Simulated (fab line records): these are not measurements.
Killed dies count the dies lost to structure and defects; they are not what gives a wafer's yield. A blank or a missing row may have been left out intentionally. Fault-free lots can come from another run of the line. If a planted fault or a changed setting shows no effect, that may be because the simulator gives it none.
Matching of chambers + flow sky130 + SKY_METAL4_ETCH_17 on rieDiel-02: 4 sister chambers
The step etches SiO2 in C4F8/O2/Ar, stops on TiN, time 3.9 s, target depth 15 nm. 18 wafers are shown with their chamber, then 9 later ones without.

WAFERS WITH THEIR CHAMBER
| wafer  | chamber | oesProductAu (a.u.) |
|--------|---------|---------------------|
| L074.2 | 0       | 0.753               |
| L074.3 | 3       | 0.748               |
| L074.4 | 3       | 0.759               |
| L075.2 | 3       | 0.743               |
| L075.3 | 0       | 0.763               |
| L075.4 | 0       | 0.761               |
| L078.1 | 0       | 0.747               |
| L078.3 | 1       | 0.751               |
| L078.6 | 1       | 0.746               |
| L080.3 | 3       | 0.763               |
| L080.5 | 3       | 0.757               |
| L080.6 | 2       | 0.762               |
| L083.1 | 3       | 0.743               |
| L083.2 | 0       | 0.750               |
| L083.5 | 1       | 0.757               |
| L090.4 | 3       | 0.759               |
| L090.5 | 2       | 0.759               |
| L090.6 | 3       | 0.760               |

SIGNATURES (averages over the wafers above)
| reading      | chamber 0 | chamber 1 | chamber 2 | chamber 3 | scatter within a chamber |
|--------------|-----------|-----------|-----------|-----------|--------------------------|
| oesProductAu | 0.75480   | 0.75133   | 0.76050   | 0.75400   | 0.00713                  |
Rule: distance of a wafer from a chamber = root of the sum over the readings of ((wafer's reading minus chamber's mean) / reading's scatter) squared. The wafer belongs to the nearest chamber; if the next one is less than 2 further off, it can't be placed. The scatter is the square root of a quotient: the sum, over the shown wafers, of each reading's squared deviation from its chamber's mean, divided by wafers minus chambers.

WAFERS WITHOUT THEIR CHAMBER
| wafer  | oesProductAu (a.u.) |
|--------|---------------------|
| L092.1 | 0.755               |
| L092.4 | 0.760               |
| L092.5 | 0.763               |
| L094.3 | 0.754               |
| L094.4 | 0.765               |
| L094.6 | 0.751               |
| L096.2 | 0.758               |
| L096.3 | 0.759               |
| L096.5 | 0.760               |

WHICH CHAMBER EACH WENT THROUGH
| wafer  | from the rows above               | in truth |
|--------|-----------------------------------|----------|
| L092.1 | can't be placed: 0 or 3 or 1 or 2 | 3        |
| L092.4 | can't be placed: 2 or 0 or 3 or 1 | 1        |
| L092.5 | can't be placed: 2 or 0 or 3 or 1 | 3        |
| L094.3 | can't be placed: 3 or 0 or 1 or 2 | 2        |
| L094.4 | can't be placed: 2 or 0 or 3 or 1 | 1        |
| L094.6 | can't be placed: 1 or 3 or 0 or 2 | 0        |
| L096.2 | can't be placed: 2 or 0 or 3 or 1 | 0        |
| L096.3 | can't be placed: 2 or 0 or 3 or 1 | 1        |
| L096.5 | can't be placed: 2 or 0 or 3 or 1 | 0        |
Correctly placed: 0 of 9. Not placeable from these rows: 9 (in 9, the candidates include the true chamber). Placed wrongly: 0.
